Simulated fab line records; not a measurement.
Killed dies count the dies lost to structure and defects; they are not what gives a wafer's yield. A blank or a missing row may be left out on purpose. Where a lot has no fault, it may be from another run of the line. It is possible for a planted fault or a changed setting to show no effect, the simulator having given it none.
Which tool was responsible? / flow sky130 / 39 wafers from 13 lots sampled at 4 of the route's 708 steps

WHAT THE GAUGES SHOWED, per wafer
SKY_SONOS_ONO_THK_MEAS_05. Usual: for SONOS_ONO_CVD_04_THK the level is 5.72 nm and the standard deviation is 0.14.
lot=L941; measured=day 11 19:27; on=film metro-03; SONOS_ONO_CVD_04_THK (nm)=5.71 5.67 5.72; flag=
lot=L942; measured=day 12 03:40; on=film metro-01; SONOS_ONO_CVD_04_THK (nm)=5.64 5.70 5.73; flag=
lot=L943; measured=day 12 16:33; on=film metro-01; SONOS_ONO_CVD_04_THK (nm)=5.53 5.58 5.49; flag=
lot=L944; measured=day 12 22:49; on=film metro-01; SONOS_ONO_CVD_04_THK (nm)=5.67 5.74 5.71; flag=
lot=L945; measured=day 13 03:14; on=film metro-04; SONOS_ONO_CVD_04_THK (nm)=5.93 5.89 6.05; flag=
lot=L946; measured=day 13 09:34; on=film metro-01; SONOS_ONO_CVD_04_THK (nm)=5.69 5.73 5.68; flag=
lot=L947; measured=day 13 19:23; on=film metro-04; SONOS_ONO_CVD_04_THK (nm)=5.69 5.76 5.73; flag=
lot=L948; measured=day 14 10:11; on=film metro-03; SONOS_ONO_CVD_04_THK (nm)=5.76 5.68 5.57; flag=
lot=L949; measured=day 14 10:11; on=film metro-04; SONOS_ONO_CVD_04_THK (nm)=6.00 6.07 5.90; flag=
lot=L952; measured=day 15 18:28; on=film metro-04; SONOS_ONO_CVD_04_THK (nm)=5.86 5.83 5.83; flag=
lot=L957; measured=day 17 09:19; on=film metro-01; SONOS_ONO_CVD_04_THK (nm)=11.05 11.03 11.01; flag=OFF
lot=L958; measured=day 17 09:19; on=film metro-04; SONOS_ONO_CVD_04_THK (nm)=10.77 10.80 10.83; flag=OFF
lot=L959; measured=day 17 18:56; on=film metro-01; SONOS_ONO_CVD_04_THK (nm)=10.51 10.63 10.56; flag=OFF

SKY_SD_N_TW_MEAS_12. Usual: for SD_N_TW the level is 3981 and the standard deviation is 22.
lot=L941; measured=day 28 07:22; on=film metro-03; SD_N_TW=3988 3970 3985; flag=
lot=L942; measured=day 28 10:26; on=film metro-03; SD_N_TW=3965 3983 3967; flag=
lot=L943; measured=day 29 00:43; on=film metro-03; SD_N_TW=3973 3954 3956; flag=
lot=L944; measured=day 29 10:35; on=film metro-03; SD_N_TW=3957 3953 3963; flag=
lot=L945; measured=day 29 15:42; on=film metro-03; SD_N_TW=3965 3955 3987; flag=
lot=L946; measured=day 29 18:56; on=film metro-02; SD_N_TW=3995 3985 3993; flag=
lot=L947; measured=day 30 03:29; on=film metro-03; SD_N_TW=3953 3962 3955; flag=
lot=L948; measured=day 30 22:46; on=film metro-03; SD_N_TW=3952 3961 3966; flag=
lot=L949; measured=day 30 23:45; on=film metro-02; SD_N_TW=4023 4014 4036; flag=
lot=L952; measured=day 32 02:55; on=film metro-02; SD_N_TW=3996 3990 3960; flag=
lot=L957; measured=day 33 18:13; on=film metro-02; SD_N_TW=3983 3980 3959; flag=
lot=L958; measured=day 33 18:07; on=film metro-02; SD_N_TW=3994 3980 4019; flag=
lot=L959; measured=day 34 03:16; on=film metro-02; SD_N_TW=3987 3956 4000; flag=

SKY_LI_CONTACT_CD_MEAS_12: target cd 170 nm. Usual: cd nm reads 170.3 nm (standard deviation 1.8).
lot=L941; measured=day 29 12:32; on=cd sem-02; cd nm (nm)=171.0 169.9 170.9; flag=
lot=L942; measured=day 29 15:58; on=cd sem-02; cd nm (nm)=172.7 171.2 170.3; flag=
lot=L943; measured=day 30 05:36; on=cd sem-02; cd nm (nm)=168.6 169.1 169.5; flag=
lot=L944; measured=day 30 15:02; on=cd sem-01; cd nm (nm)=169.3 169.2 169.8; flag=
lot=L945; measured=day 30 20:36; on=cd sem-01; cd nm (nm)=166.9 168.0 166.9; flag=
lot=L946; measured=day 30 23:44; on=cd sem-02; cd nm (nm)=169.4 168.9 169.9; flag=
lot=L947; measured=day 31 08:52; on=cd sem-02; cd nm (nm)=170.7 170.3 170.3; flag=
lot=L948; measured=day 32 03:47; on=cd sem-01; cd nm (nm)=170.2 170.5 169.7; flag=
lot=L949; measured=day 32 04:20; on=cd sem-02; cd nm (nm)=172.7 172.4 171.8; flag=
lot=L952; measured=day 33 06:40; on=cd sem-01; cd nm (nm)=169.9 170.2 171.4; flag=
lot=L957; measured=day 34 21:56; on=cd sem-01; cd nm (nm)=174.2 173.4 174.6; flag=
lot=L958; measured=day 34 21:35; on=cd sem-02; cd nm (nm)=171.5 170.0 169.6; flag=
lot=L959; measured=day 35 06:02; on=cd sem-02; cd nm (nm)=169.3 169.3 169.3; flag=

TOOL THAT RAN EACH LOT (tool first, then ch and the chambers of the sampled wafers, then the start)
lot=L941; SKY_SONOS_ONO_CVD_04=lpcvd-03 ch 1, day 11 18:12
lot=L942; SKY_SONOS_ONO_CVD_04=lpcvd-03 ch 1, day 12 02:25
lot=L943; SKY_SONOS_ONO_CVD_04=lpcvd-03 ch 1, day 12 15:16
lot=L944; SKY_SONOS_ONO_CVD_04=lpcvd-03 ch 0, day 12 21:34
lot=L945; SKY_SONOS_ONO_CVD_04=lpcvd-03 ch 1, day 13 01:57
lot=L946; SKY_SONOS_ONO_CVD_04=lpcvd-03 ch 1, day 13 08:19
lot=L947; SKY_SONOS_ONO_CVD_04=lpcvd-03 ch 0, day 13 18:07
lot=L948; SKY_SONOS_ONO_CVD_04=lpcvd-03 ch 0, day 14 08:56
lot=L949; SKY_SONOS_ONO_CVD_04=lpcvd-03 ch 0, day 14 08:56
lot=L952; SKY_SONOS_ONO_CVD_04=lpcvd-03 ch 1, day 15 17:11
lot=L957; SKY_SONOS_ONO_CVD_04=lpcvd-03 ch 0, day 17 08:04
lot=L958; SKY_SONOS_ONO_CVD_04=lpcvd-03 ch 0, day 17 08:04
lot=L959; SKY_SONOS_ONO_CVD_04=lpcvd-03 ch 0, day 17 17:41
- SKY_SONOS_ONO_CVD_04: deposits SiO2 from SiH4/N2O, target thk 5.7199 nm.

WHAT THE TOOLS THEMSELVES READ (means of the sampled wafers that have a number; where no wafer has one, the mark that the record gives instead)
SKY_SONOS_ONO_CVD_04. Usual: zone power lower pct reads 18.5 % (standard deviation 1).
lot=L941; tool=lpcvd-03; zone power lower pct (%)=19.9; flag=
lot=L942; tool=lpcvd-03; zone power lower pct (%)=20.1; flag=
lot=L943; tool=lpcvd-03; zone power lower pct (%)=20.2; flag=
lot=L944; tool=lpcvd-03; zone power lower pct (%)=17.8; flag=
lot=L945; tool=lpcvd-03; zone power lower pct (%)=19.8; flag=
lot=L946; tool=lpcvd-03; zone power lower pct (%)=19.9; flag=
lot=L947; tool=lpcvd-03; zone power lower pct (%)=17.9; flag=
lot=L948; tool=lpcvd-03; zone power lower pct (%)=17.9; flag=
lot=L949; tool=lpcvd-03; zone power lower pct (%)=17.6; flag=
lot=L952; tool=lpcvd-03; zone power lower pct (%)=19.9; flag=
lot=L957; tool=lpcvd-03; zone power lower pct (%)=17.8; flag=
lot=L958; tool=lpcvd-03; zone power lower pct (%)=18.0; flag=
lot=L959; tool=lpcvd-03; zone power lower pct (%)=17.9; flag=

THE ANSWER, worked out from the rows above alone
Rule: a lot is off if the mean of its wafers that have a number lies more than 3 standard deviations from the usual mean. A lot without any number at a reading at which 4 lots or more have one is off too. Where the step has rows for the other lots, those lots are counted as sound. After the gauges, taken in route order, come the tools' own readings; for these a lot's mean is taken, as printed above. The first step at which some lot is off is used, and at that step the reading that is off furthest; a lot without a number counts as furthest.
Off: L957, L958, L959, seen at SKY_SONOS_ONO_THK_MEAS_05 (SONOS_ONO_CVD_04_THK).
A tool fits if, at a process step before that reading, it ran every lot that is off, and no sound lot after the first of them. The gauges at SKY_SONOS_ONO_THK_MEAS_05 are tried like those tools. One fits: SKY_SONOS_ONO_CVD_04 on lpcvd-03. A fault onset in the window from L952 (day 15 17:11, its last sound lot) to L957 (day 17 08:04, its first lot off) fits.

WHAT THE SIMULATOR HAD INSERTED
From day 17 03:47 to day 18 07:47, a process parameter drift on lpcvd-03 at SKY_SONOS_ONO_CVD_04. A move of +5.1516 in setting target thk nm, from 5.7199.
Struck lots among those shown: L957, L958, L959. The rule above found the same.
